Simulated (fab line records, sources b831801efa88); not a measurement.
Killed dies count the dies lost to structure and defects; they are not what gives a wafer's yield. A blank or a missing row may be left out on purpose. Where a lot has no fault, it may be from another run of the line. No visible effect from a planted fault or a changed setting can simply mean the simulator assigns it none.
Chamber matching :: flow sky130 :: SKY_VIA2_CMP_24 on cmp-02: 4 sister chambers
The step polishes, stops on SiO2, t overpolish 20 s, target thk 0 nm. 8 wafers are shown with their chamber, then 11 later ones without.

## WAFERS PAIRED WITH THEIR CHAMBERS
wafer: L082.2
chamber: 0
motor current A (A): 11.9
overpolish run s (s): 19.995

wafer: L082.3
chamber: 2
motor current A (A): 10.0
overpolish run s (s): 20.011

wafer: L085.1
chamber: 3
motor current A (A): 11.1
overpolish run s (s): 20.001

wafer: L085.3
chamber: 0
motor current A (A): 11.9
overpolish run s (s): 20.011

wafer: L087.2
chamber: 2
motor current A (A): 9.9
overpolish run s (s): 19.993

wafer: L087.4
chamber: 1
motor current A (A): 10.0
overpolish run s (s): 20.010

wafer: L087.6
chamber: 3
motor current A (A): 10.6
overpolish run s (s): 19.987

wafer: L090.4
chamber: 1
motor current A (A): 10.5
overpolish run s (s): 20.015

## WAFERS MISSING THEIR CHAMBER
wafer: L090.5
motor current A (A): 10.0
overpolish run s (s): 19.993

wafer: L090.6
motor current A (A): 10.3
overpolish run s (s): 19.992

wafer: L090.1
motor current A (A): 10.1
overpolish run s (s): 19.971

wafer: L090.2
motor current A (A): 9.5
overpolish run s (s): 19.999

wafer: L090.3
motor current A (A): 11.5
overpolish run s (s): 19.993

wafer: L092.1
motor current A (A): 12.2
overpolish run s (s): 20.017

wafer: L092.4
motor current A (A): 9.6
overpolish run s (s): 19.995

wafer: L092.5
motor current A (A): 11.4
overpolish run s (s): 19.996

wafer: L097.1
motor current A (A): 11.6
overpolish run s (s): 19.997

wafer: L097.5
motor current A (A): 10.8
overpolish run s (s): 19.984

wafer: L097.6
motor current A (A): 9.8
overpolish run s (s): 20.007

## WHICH CHAMBER EACH ONE RAN IN
wafer: L090.5
from the rows above: can't be placed: 2 or 1
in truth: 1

wafer: L090.6
from the rows above: can't be placed: 2 or 1 or 3
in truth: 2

wafer: L090.1
from the rows above: can't be placed: 2 or 3 or 1
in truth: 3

wafer: L090.2
from the rows above: can't be placed: 2 or 1
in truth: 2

wafer: L090.3
from the rows above: can't be placed: 0 or 3
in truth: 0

wafer: L092.1
from the rows above: 0
in truth: 0

wafer: L092.4
from the rows above: can't be placed: 2 or 1
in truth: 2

wafer: L092.5
from the rows above: can't be placed: 0 or 3
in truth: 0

wafer: L097.1
from the rows above: can't be placed: 0 or 3
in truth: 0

wafer: L097.5
from the rows above: 3
in truth: 3

wafer: L097.6
from the rows above: can't be placed: 2 or 1
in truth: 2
2 of 11 placed correctly. From these rows, 9 cannot be placed; in 9 the true chamber is one of the candidates. Placed wrongly: 0.
How it was worked out, from the rows above alone: a wafer's distance from a chamber is the root of the sum, over the readings, of the square of ((its reading less the chamber's mean) divided by the reading's scatter). The wafer belongs to the nearest chamber; if the next one is less than 2 further off, it can't be placed. A chamber's mean is the mean of its shown wafers. The scatter: take each reading less its chamber's mean, square it, sum over the shown wafers, divide by the number of wafers less the number of chambers, and take the root.
